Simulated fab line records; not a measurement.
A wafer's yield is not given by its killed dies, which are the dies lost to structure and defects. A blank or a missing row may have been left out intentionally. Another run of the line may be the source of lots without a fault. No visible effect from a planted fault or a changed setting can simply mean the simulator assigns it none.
Which of the tools did it?	flow sky130	14 lots, 39 wafers sampled, at 5 steps of a route of 708

## WHAT THE GAUGES READ, wafer by wafer
SKY_POLY_CUT_OVL_MEAS_09. Usual: for POLY_CUT_OVL the level is 0 nm and the standard deviation is 5.6.
lot	measured	on	POLY_CUT_OVL (nm)	flag
L961	day 22 13:46	overlay-01	-10 -4 -5	
L962	day 24 09:20	overlay-02	-7 -5 -1	
L966	day 26 11:34	overlay-01	-5 1 3	
L967	day 26 20:08	overlay-01	-6 -2 2	
L968	day 27 10:29	overlay-02	4 7 1	
L970	day 28 05:37	overlay-02	-7 -7 9	
L971	day 28 13:50	overlay-02	1 3 8	
L972	day 28 20:49	overlay-01	-3 -1 2	
L977	day 30 22:59	overlay-01	-8 -8 4	
L974	day 30 23:07	overlay-02	-11 -5 -12	
L975	day 31 00:35	overlay-02	6 7	
L980	day 31 08:38	overlay-02	1 1	
L981	day 31 23:44	overlay-02	4 2	
L983	day 32 21:02	overlay-01	-9 -5 -1	

SKY_SD_N_CD_MEAS_07 targets a cd of 380 nm. Usual: cd-nm 379.9 nm, standard deviation 2.5.
lot	measured	on	cd-nm (nm)	flag
L961	day 26 09:31	cd-sem-02	376.6 379.7 380.4	
L962	day 28 01:44	cd-sem-02	381.1 380.1 380.9	
L966	day 30 02:40	cd-sem-01	378.3 380.3 378.7	
L967	day 30 12:30	cd-sem-02	383.6 379.5 380.6	
L968	day 31 02:14	cd-sem-02	381.2 382.2 380.1	
L970	day 31 20:19	cd-sem-02	380.5 382.3 379.3	
L971	day 32 02:30	cd-sem-02	381.0 379.6 380.2	
L972	day 32 09:16	cd-sem-01	380.2 378.4 377.2	
L977	day 34 03:19	cd-sem-01	374.7 377.2 373.9	
L974	day 34 04:25	cd-sem-01	379.9 378.8 376.9	
L975	day 34 06:45	cd-sem-01	385.0 385.2	
L980	day 34 10:45	cd-sem-01	379.0 380.5	
L981	day 35 03:01	cd-sem-02	379.4 378.7	
L983	day 35 23:07	cd-sem-01	378.1 380.3 379.2	

SKY_LI_CONTACT_CD_MEAS_12 targets a cd of 170 nm. Usual: cd-nm 170.4 nm, standard deviation 1.9.
lot	measured	on	cd-nm (nm)	flag
L961	day 27 16:49	cd-sem-01	167.9 168.3 168.2	
L962	day 29 07:56	cd-sem-02	169.1 169.7 169.2	
L966	day 31 08:49	cd-sem-02	168.7 168.7 168.8	
L967	day 31 18:21	cd-sem-02	170.8 171.7 169.7	
L968	day 32 06:53	cd-sem-01	168.1 168.1 168.2	
L970	day 33 00:31	cd-sem-01	168.8 169.6 168.6	
L971	day 33 05:58	cd-sem-02	174.1 173.3 173.0	
L972	day 33 11:49	cd-sem-01	169.9 170.3 170.2	
L977	day 35 06:45	cd-sem-01	169.9 170.9 171.9	
L974	day 35 06:53	cd-sem-01	170.8 170.6 171.0	
L975	day 35 09:59	cd-sem-02	132.1 172.0	OFF
L980	day 35 14:43	cd-sem-02	130.3 171.1	OFF
L981	day 36 05:13	cd-sem-01	129.6 170.2	OFF
L983	day 37 02:27	cd-sem-02	170.7 170.7 171.7	

SKY_LOCAL_INTERCONNECT_CD_MEAS_11 targets a cd of 170 nm. Usual: cd-nm 169.6 nm, standard deviation 1.2.
lot	measured	on	cd-nm (nm)	flag
L961	day 28 23:44	cd-sem-02	169.2 170.2 170.2	
L962	day 30 13:59	cd-sem-01	167.5 167.6 169.1	
L966	day 32 13:19	cd-sem-02	170.3 170.6 169.9	
L967	day 32 22:04	cd-sem-02	171.0 170.5 170.2	
L968	day 33 09:56	cd-sem-01	170.0 171.4 169.7	
L970	day 34 01:55	cd-sem-01	169.7 169.1 168.3	
L971	day 34 07:25	cd-sem-01	169.5 170.1 169.7	
L972	day 34 12:28	cd-sem-01	169.3 168.6 169.6	
L977	day 36 10:46	cd-sem-02	169.5 170.2 168.7	
L974	day 36 11:04	cd-sem-01	170.2 169.3 170.4	
L975	day 36 13:56	cd-sem-01	171.1	
L980	day 36 17:08	cd-sem-02	172.8	
L981	day 37 07:39	cd-sem-02	169.9	
L983	day 38 05:55	cd-sem-02	168.4 169.2 169.9	

## TOOL THAT RAN EACH LOT (tool first, then ch and the chambers of the sampled wafers, then the start)
lot	SKY_LI_CONTACT_EXPOSE_09
L961	krf-scanner-01 ch 0, day 27 03:09
L962	krf-scanner-01 ch 0, day 28 17:53
L966	krf-scanner-02 ch 0, day 30 18:51
L967	krf-scanner-02 ch 0, day 31 04:54
L968	krf-scanner-02 ch 0, day 31 17:31
L970	krf-scanner-02 ch 0, day 32 11:27
L971	krf-scanner-02 ch 0, day 32 17:04
L972	krf-scanner-01 ch 0, day 33 00:47
L977	krf-scanner-01 ch 0, day 34 16:01
L974	krf-scanner-01 ch 0, day 34 17:07
L975	krf-scanner-02 ch 0, day 34 19:44
L980	krf-scanner-02 ch 0, day 35 01:46
L981	krf-scanner-02 ch 0, day 35 17:19
L983	krf-scanner-01 ch 0, day 36 15:05
- SKY_LI_CONTACT_EXPOSE_09: exposes mask LICM1, target cd 170 nm.

## AS READ BY THE TOOLS THEMSELVES (means over the sampled wafers that have a number; for cases with no such wafer, the mark the record gives instead)
SKY_LI_CONTACT_EXPOSE_09. Usual: stage-vel-mm-s 499.98 mm/s, standard deviation 0.25.
lot	tool	stage-vel-mm-s (mm/s)	flag
L961	krf-scanner-01	500.00	
L962	krf-scanner-01	500.23	
L966	krf-scanner-02	499.80	
L967	krf-scanner-02	499.91	
L968	krf-scanner-02	499.84	
L970	krf-scanner-02	500.17	
L971	krf-scanner-02	500.27	
L972	krf-scanner-01	500.13	
L977	krf-scanner-01	500.30	
L974	krf-scanner-01	499.85	
L975	krf-scanner-02	500.08	
L980	krf-scanner-02	500.01	
L981	krf-scanner-02	499.71	
L983	krf-scanner-01	500.05	

## THE ANSWER, worked out from the rows above alone
Rule: lot off if the mean of its wafers having a number is beyond 3 standard deviations from the usual mean. Also off: a lot with no number at a reading for which 4 or more lots have one. Where the step has rows for the other lots, those lots are counted as sound. After the gauges, taken in route order, come the tools' own readings; for these a lot's mean is taken, as printed above. At the first step where some lot is off, the reading lying furthest off is the one used; lots without a number count as furthest.
Off, at SKY_LI_CONTACT_CD_MEAS_12 on cd-nm: L975, L980, L981.
A tool fits if, at a process step before that reading, it ran every lot that is off, and no sound lot after the first of them. The gauges at SKY_LI_CONTACT_CD_MEAS_12 are tried like those tools. One candidate fits, namely krf-scanner-02 at SKY_LI_CONTACT_EXPOSE_09. A fault onset in the window from L971 (day 32 17:04, its last sound lot) to L975 (day 34 19:44, its first lot off) fits.

## WHAT HAD BEEN PUT IN BY THE SIMULATOR
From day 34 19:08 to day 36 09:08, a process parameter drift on krf-scanner-02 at SKY_LI_CONTACT_EXPOSE_09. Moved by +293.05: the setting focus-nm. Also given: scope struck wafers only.
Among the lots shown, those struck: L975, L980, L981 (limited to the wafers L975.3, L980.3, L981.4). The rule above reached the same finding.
